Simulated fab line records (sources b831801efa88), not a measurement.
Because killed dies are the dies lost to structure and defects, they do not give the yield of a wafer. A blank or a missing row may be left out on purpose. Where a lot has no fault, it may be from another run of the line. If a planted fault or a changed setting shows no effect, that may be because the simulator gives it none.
Which tool is to blame? ; flow sky130 ; 14 lots, 42 wafers sampled, at 7 steps of a route of 708

WHAT THE GAUGES READ, wafer by wafer
SKY_PWDE_TW_MEAS_10. Usual: PWDE_TW 374.4, standard deviation 2.6.
lot;measured;on;PWDE_TW;flag
L181;day 3 21:29;film metro-02;378.2 376.5 376.7;
L183;day 4 08:07;film metro-02;378.2 375.5 375.7;
L185;day 4 21:13;film metro-02;375.9 377.2 377.4;
L186;day 5 00:35;film metro-04;376.1 378.6 376.3;
L187;day 5 04:16;film metro-04;374.6 375.3 375.8;
L188;day 5 10:54;film metro-02;378.6 375.8 377.0;
L190;day 5 20:28;film metro-02;375.2 375.1 376.9;
L191;day 6 03:03;film metro-03;374.5 375.8 375.5;
L192;day 6 09:14;film metro-04;1137.6 1126.9 1134.2;OFF
L193;day 6 17:23;film metro-03;1123.2 1126.6 1125.2;OFF
L194;day 6 22:53;film metro-04;373.4 374.7 371.4;
L202;day 8 20:08;film metro-04;371.3 371.2 372.2;
L203;day 8 22:55;film metro-04;371.6 370.0 372.6;
L204;day 9 03:50;film metro-03;375.4 375.2 371.7;

SKY_NWELL_TW_MEAS_15. Usual: NWELL_TW 1818, standard deviation 13.
lot;measured;on;NWELL_TW;flag
L181;day 4 14:35;film metro-03;1818 1807 1816;
L183;day 5 01:53;film metro-02;1835 1832 1839;
L185;day 5 15:23;film metro-04;1823 1825 1821;
L186;day 5 18:51;film metro-03;1823 1830 1818;
L187;day 5 22:14;film metro-04;1818 1826 1821;
L188;day 6 05:03;film metro-02;1847 1851 1843;
L190;day 6 15:38;film metro-03;1831 1823 1815;
L191;day 6 22:15;film metro-04;1828 1833 1815;
L192;day 7 04:33;film metro-04;1921 1924 1920;OFF
L193;day 7 13:38;film metro-04;1926 1922 1932;OFF
L194;day 7 19:38;film metro-04;1799 1797 1804;
L202;day 9 17:48;film metro-04;1799 1814 1812;
L203;day 9 20:59;film metro-03;1827 1814 1818;
L204;day 10 02:35;film metro-03;1833 1837 1834;

SKY_NWELL_TW_MEAS_26. Usual: NWELL_2_TW 496, standard deviation 3.2.
lot;measured;on;NWELL_2_TW;flag
L181;day 5 07:44;film metro-04;497 495 496;
L183;day 5 18:53;film metro-04;499 497 497;
L185;day 6 10:10;film metro-02;500 502 500;
L186;day 6 13:39;film metro-03;496 495 498;
L187;day 6 17:50;film metro-03;497 498 496;
L188;day 7 00:38;film metro-02;499 500 498;
L190;day 7 11:41;film metro-03;496 497 497;
L191;day 7 18:40;film metro-04;491 497 494;
L192;day 8 01:21;film metro-03;1149 1151 1147;OFF
L193;day 8 10:05;film metro-04;1130 1131 1132;OFF
L194;day 8 16:21;film metro-04;493 492 492;
L202;day 10 16:11;film metro-04;494 496 493;
L203;day 10 19:23;film metro-03;498 495 501;
L204;day 11 01:20;film metro-04;493 492 489;

SKY_SONOS_TUNNEL_OVL_MEAS_08. Usual: SONOS_TUNNEL_OVL 0.6 nm, standard deviation 1.4.
lot;measured;on;SONOS_TUNNEL_OVL (nm);flag
L181;day 11 06:43;overlay-01;-0.5 -2.3 0.1;
L183;day 11 21:51;overlay-01;1.9 1.6 1.3;
L185;day 12 17:01;overlay-01;3.5 1.8 0.9;
L186;day 12 21:41;overlay-01;-0.4 -0.6 0.5;
L187;day 13 04:00;overlay-02;1.8 2.1 0.2;
L188;day 13 13:14;overlay-02;1.2 0.4 0.7;
L190;day 14 03:46;overlay-01;1.7 2.3 2.7;
L191;day 14 12:23;overlay-02;1.4 1.1 0.4;
L192;day 14 20:41;overlay-02;1.1 -0.1 1.7;
L193;day 15 11:11;overlay-01;0.4 -0.2 1.1;
L194;day 15 17:56;overlay-02;-0.1 0.8 -0.6;
L202;day 18 08:52;overlay-02;-1.2 -1.2 -1.7;
L203;day 18 13:09;overlay-02;-0.7 0.6 1.9;
L204;day 18 20:55;overlay-02;1.0 0.6 -0.2;

SKY_POLY_GATE_THK_MEAS_21. Usual: POLY_GATE_OXIDATION_THK 4.00 nm, standard deviation 0.054.
lot;measured;on;POLY_GATE_OXIDATION_THK (nm);flag
L181;day 16 05:54;film metro-01;3.94 4.02 4.07;
L183;day 17 01:02;film metro-02;3.98 4.05 3.94;
L185;day 17 19:49;film metro-01;3.92 3.95 3.95;
L186;day 18 08:44;film metro-03;4.03 4.04 4.04;
L187;day 18 13:41;film metro-01;4.06 3.90 4.00;
L188;day 18 20:49;film metro-02;4.05 3.98 4.04;
L190;day 19 17:52;film metro-03;4.08 3.99 4.08;
L191;day 20 04:56;film metro-02;4.00 4.05 3.99;
L192;day 20 15:13;film metro-01;4.08 4.04 4.04;
L193;day 21 01:13;film metro-02;4.03 4.09 4.18;
L194;day 21 09:46;film metro-02;4.01 4.10 3.95;
L202;day 23 23:46;film metro-02;3.99 3.91 3.99;
L203;day 24 09:10;film metro-02;3.95 3.93 4.01;
L204;day 24 15:19;film metro-01;4.02 4.09 3.98;

SKY_LDD_P_OVL_MEAS_08. Usual: LDD_P_OVL -0.1 nm, standard deviation 1.2.
lot;measured;on;LDD_P_OVL (nm);flag
L181;day 18 17:27;overlay-01;1.9 1.4 1.3;
L183;day 19 13:19;overlay-01;0.9 0.8 0.5;
L185;day 20 10:22;overlay-01;-1.0 -0.1 0.0;
L186;day 20 23:10;overlay-01;1.3 0.2 1.0;
L187;day 21 04:43;overlay-01;-1.2 -0.8 -0.4;
L188;day 21 12:32;overlay-01;2.7 1.4 2.8;
L190;day 22 08:01;overlay-01;-2.2 -1.3 -1.9;
L191;day 22 19:13;overlay-01;-2.2 -2.7 -1.8;
L192;day 23 05:56;overlay-01;0.5 -1.3 -0.2;
L193;day 23 14:23;overlay-01;2.5 2.3 3.4;
L194;day 23 22:55;overlay-01;0.6 1.9 0.6;
L202;day 26 10:25;overlay-02;0.2 2.1 1.2;
L203;day 26 19:42;overlay-01;-0.6 0.4 0.6;
L204;day 27 02:40;overlay-01;0.1 -0.1 1.0;

TOOL THAT RAN EACH LOT (tool first, then ch and the chambers of the sampled wafers, then the start)
lot;SKY_DNWELL_COAT_02
L181;litho track-02 ch 0, day 2 20:31
L183;litho track-03 ch 0, day 3 07:41
L185;litho track-03 ch 0, day 3 18:35
L186;litho track-02 ch 0, day 3 22:49
L187;litho track-02 ch 0, day 4 02:45
L188;litho track-01 ch 0, day 4 09:10
L190;litho track-03 ch 0, day 4 18:23
L191;litho track-03 ch 0, day 4 23:55
L192;litho track-01, day 5 05:22
L193;litho track-02, day 5 13:21
L194;litho track-01 ch 0, day 5 18:07
L202;litho track-02 ch 0, day 7 13:39
L203;litho track-02 ch 0, day 7 16:31
L204;litho track-03 ch 0, day 7 21:52
- SKY_DNWELL_COAT_02: resist thk 3000 nm.

AS READ BY THE TOOLS THEMSELVES (means over the sampled wafers that have a number; for cases with no such wafer, the mark the record gives instead)
SKY_DNWELL_COAT_02. Usual: chill plate temp C 23.01 C, standard deviation 0.099; dispense pressure kPa 49 kPa, standard deviation 4.3.
lot;tool;chill plate temp C (C);dispense pressure kPa (kPa);flag
L181;litho track-02;23.06;52;
L183;litho track-03;22.92;43;
L185;litho track-03;23.07;43;
L186;litho track-02;22.96;52;
L187;litho track-02;22.98;52;
L188;litho track-01;22.97;52;
L190;litho track-03;23.06;43;
L191;litho track-03;22.95;43;
L192;litho track-01;-;-;OFF
L193;litho track-02;-;-;OFF
L194;litho track-01;23.02;52;
L202;litho track-02;22.93;52;
L203;litho track-02;22.97;52;
L204;litho track-03;22.91;43;

THE ANSWER, worked out from the rows above alone
Rule: a lot counts as off when the mean over its wafers that have a number is more than 3 standard deviations away from the usual mean. A lot without any number at a reading at which 4 lots or more have one is off too. Where the step has rows for the other lots, those lots are counted as sound. First the gauges in route order, then the tools' own readings, where a lot's mean is used as printed above. The first step at which some lot is off is used, and at that step the reading that is off furthest; a lot without a number counts as furthest.
Off: L192, L193, seen at SKY_PWDE_TW_MEAS_10 (PWDE_TW).
If a tool, at a process step before that reading, ran all the lots that are off and no sound lot after the first of them, it fits. The gauges at SKY_PWDE_TW_MEAS_10 aren't tried: what is off there is off at SKY_DNWELL_COAT_02 too, on other tools, and a gauge's error can't cause that. None of those tried fits.

WHAT THE SIMULATOR PUT IN
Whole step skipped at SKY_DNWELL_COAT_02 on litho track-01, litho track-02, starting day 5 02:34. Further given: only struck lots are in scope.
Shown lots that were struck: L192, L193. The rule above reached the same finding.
